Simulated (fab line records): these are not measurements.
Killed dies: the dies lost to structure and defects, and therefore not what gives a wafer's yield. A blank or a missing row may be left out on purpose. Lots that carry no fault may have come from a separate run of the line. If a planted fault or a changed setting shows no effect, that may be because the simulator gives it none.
A lot that was struck, set against a sound lot || flow sky130 || 27 steps out of a route of 708
Sound: the wafers L477.1, L477.3, L477.4. Struck: wafers L487.1, L487.2, L487.4. The cause comes at the end.
Order at every step that has rows: each side's tool, ch and its chambers, its first start. Under that, the readings that differ: sound wafers || struck wafers || difference of the means || sigmas: that difference in standard deviations of wafers without a fault.
alike: a reading whose means differ by less than 2 such deviations, as well as words and numbers matching on both sides. not compared: withheld readings; readings where some wafer has no value; bounds like >300 that might hide an equal value; numbers whose values overlap and for which the record gives no deviation.
Wherever a step has rows on one side only, a row that says differs or no value, or a row with sigmas, the two part there. When numbers do not overlap yet have no deviation, they are printed without sigmas and do not part them. Lack of a reading on every wafer of one side parts them only where that side has two or more wafers.

first, 3 steps without rows for these wafers: SKY_LDD_N_EXPOSE_04 (exposes mask NTM, target cd 840 nm); SKY_LDD_N_PEB_05; SKY_LDD_N_DEVELOP_06 (develop time 60 s).
SKY_LDD_N_OVL_MEAS_07:
  sound on overlay-02, day 18 12:58; struck on overlay-01, day 22 04:44
  alike: LDD_N_OVL
then, 8 steps without rows for these wafers: SKY_LDD_N_IMPLANT_08; SKY_LDD_N_IMPLANT_09; SKY_LDD_N_IMPLANT_10; SKY_LDD_N_IMPLANT_11; SKY_LDD_N_IMPLANT_12; SKY_LDD_N_IMPLANT_13; SKY_LDD_N_IMPLANT_14; SKY_LDD_N_IMPLANT_15.
SKY_LDD_N_STRIP_16: strips in O2/N2.
  sound on plasma-asher-03 ch 0,1, day 18 14:12; struck on plasma-asher-01 ch 0,1, day 22 05:59
  no value came back on the struck wafers for chamber-pressure-mTorr (mTorr), drypump-motor-current-A (A), oes-product-au (a.u.), strip-time-to-endpoint-s (s); on the sound wafers chamber-pressure-mTorr (mTorr) reads 1499.6 1500.9 1500.3
{"reading": "model.NOVOLAK_of_LDD_N_COAT_02.thk-nm (nm)", "sound": "0 0 0", "struck": "298.6 298 299.2", "difference": "+298.6", "sigmas": ""}
  not compared: rf-hours-counter-h
SKY_LDD_N_TW_MEAS_17:
  sound on film-metro-04, day 18 14:18; struck on film-metro-04, day 22 06:05
  alike: LDD_N_TW
then, 7 steps without rows for these wafers: SKY_LDD_P_DEHYDRATE_00 (time 60 s); SKY_LDD_P_HMDS_01 (prime time 60 s); SKY_LDD_P_COAT_02 (resist thk 1140 nm); SKY_LDD_P_SOFTBAKE_03 (time 60 s); SKY_LDD_P_EXPOSE_04 (exposes mask PSDM, target cd 380 nm); SKY_LDD_P_PEB_05; SKY_LDD_P_DEVELOP_06 (develop time 60 s).
SKY_LDD_P_CD_MEAS_07 targets a cd of 380 nm.
  sound on cd-sem-02, day 19 20:38; struck on cd-sem-01, day 23 11:46
  alike: cd-nm
SKY_LDD_P_OVL_MEAS_08:
  sound on overlay-02, day 19 20:46; struck on overlay-02, day 23 11:53
  alike: LDD_P_OVL
next, for these wafers, 1 step has no rows: SKY_LDD_P_IMPLANT_09.
SKY_LDD_P_STRIP_10: strips in O2/N2.
  sound on plasma-asher-02 ch 0,1, day 19 20:57; struck on plasma-asher-04 ch 0,1, day 23 12:05
{"reading": "strip-time-to-endpoint-s (s)", "sound": "14.28 14.24 14.20", "struck": "18.74 18.76 18.74", "difference": "+4.51", "sigmas": "+99 or more"}
  alike: chamber-pressure-mTorr, drypump-motor-current-A, oes-product-au
  not compared: rf-hours-counter-h
SKY_LDD_P_TW_MEAS_11:
  sound on film-metro-02, day 19 21:03; struck on film-metro-04, day 23 12:11
{"reading": "LDD_P_TW", "sound": "636 637 637", "struck": "30 30 30", "difference": -607, "sigmas": "-99 or more"}
then, 1 step without rows for these wafers: SKY_LDD_HVN_DEHYDRATE_00 (time 60 s).

== WHERE THEY PART ==
Last at SKY_LDD_P_TW_MEAS_11 as far as this record goes, first at SKY_LDD_N_STRIP_16.

WHY: the cause the simulator had injected
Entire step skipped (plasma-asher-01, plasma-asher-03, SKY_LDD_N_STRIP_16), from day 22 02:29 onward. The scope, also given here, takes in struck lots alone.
